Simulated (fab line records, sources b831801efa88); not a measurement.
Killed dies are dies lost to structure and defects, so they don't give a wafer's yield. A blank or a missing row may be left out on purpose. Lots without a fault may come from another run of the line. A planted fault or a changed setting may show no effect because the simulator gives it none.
Which tool did it? | flow sky130 | 13 lots, 39 wafers sampled, at 2 steps of a route of 708

WHAT THE GAUGES READ, wafer by wafer
SKY_VT_ADJUST_PCH_TW_MEAS_10.
lot  | measured     | on            | VT_ADJUST_PCH_TW
L105 | day 11 00:13 | film_metro-04 | 142.0 142.1 142.3
L106 | day 11 07:23 | film_metro-03 | 141.7 141.3 141.7
L108 | day 11 19:58 | film_metro-03 | 141.7 143.1 141.0
L110 | day 12 09:01 | film_metro-02 | 142.4 141.9 142.2
L111 | day 13 02:14 | film_metro-02 | 142.2 142.9 142.7
L112 | day 13 20:13 | film_metro-04 | 139.8 139.5 140.7
L119 | day 15 13:01 | film_metro-02 | 141.8 141.1 140.9
L120 | day 15 16:22 | film_metro-03 | 141.2 140.8 142.5
L121 | day 16 04:04 | film_metro-04 | 141.1 140.6 140.8
L123 | day 16 20:20 | film_metro-04 | 141.7 140.6 142.1
L124 | day 17 03:44 | film_metro-02 | 142.1 141.2 142.1
L126 | day 17 15:35 | film_metro-02 | 141.6 141.2 141.4
L127 | day 18 04:29 | film_metro-03 | 141.0 140.8 140.7

SKY_SONOS_ONO_THK_MEAS_01.
lot  | measured     | on            | SONOS_ONO_OXIDATION_THK (nm)
L105 | day 12 01:34 | film_metro-01 | 2.58 2.61 2.57
L106 | day 12 09:58 | film_metro-02 | 2.63 2.65 2.71
L108 | day 12 23:46 | film_metro-02 | 2.60 2.64 2.52
L110 | day 13 14:56 | film_metro-02 | 2.63 2.62 2.62
L111 | day 14 06:59 | film_metro-04 | 2.69 2.62 2.59
L112 | day 15 00:49 | film_metro-01 | 2.66 2.70 2.61
L119 | day 16 19:23 | film_metro-02 | 2.56 2.55 2.64
L120 | day 16 23:40 | film_metro-02 | 2.58 2.56 2.47
L121 | day 17 10:38 | film_metro-01 | 2.63 2.61 2.62
L123 | day 18 03:47 | film_metro-02 | 2.58 2.57 2.53
L124 | day 18 13:49 | film_metro-04 | 2.66 2.64 2.60
L126 | day 19 00:53 | film_metro-04 | 2.66 2.62 2.63
L127 | day 19 11:29 | film_metro-01 | 2.71 2.60 2.65

WHICH TOOL RAN EACH LOT (tool, then ch and the chambers of the sampled wafers, then the start)
The record holds no process step before these readings.

WHAT THE TOOLS THEMSELVES READ (means of the sampled wafers that have a number; where no wafer has one, the mark that the record gives instead)
The record holds no such reading with a usual standard deviation.

THE ANSWER, worked out from the rows above alone
Rule: what is usual is taken from the lots themselves. Put in order of their means at a reading, lots are off if they are a third of the lots or fewer, leave a main group of 4 or more, and stand apart from it by a gap of 3 or more times the standard deviation of the main group's means; of several such gaps the widest counts. A main group whose means are all the same, to the digits that the tables above print for the reading, isn't used. A lot without any number at a reading at which 4 lots or more have one is off too. The other lots that the step has rows for count as sound. The gauges are gone through in route order, then the tools' own readings, and for those a lot's mean is taken as printed above. The first step at which some lot is off is used, and at that step the reading that is off furthest; a lot without a number counts as furthest.
No lot is off at any reading shown: from this, nothing can be told.

WHAT THE SIMULATOR HAD PUT IN
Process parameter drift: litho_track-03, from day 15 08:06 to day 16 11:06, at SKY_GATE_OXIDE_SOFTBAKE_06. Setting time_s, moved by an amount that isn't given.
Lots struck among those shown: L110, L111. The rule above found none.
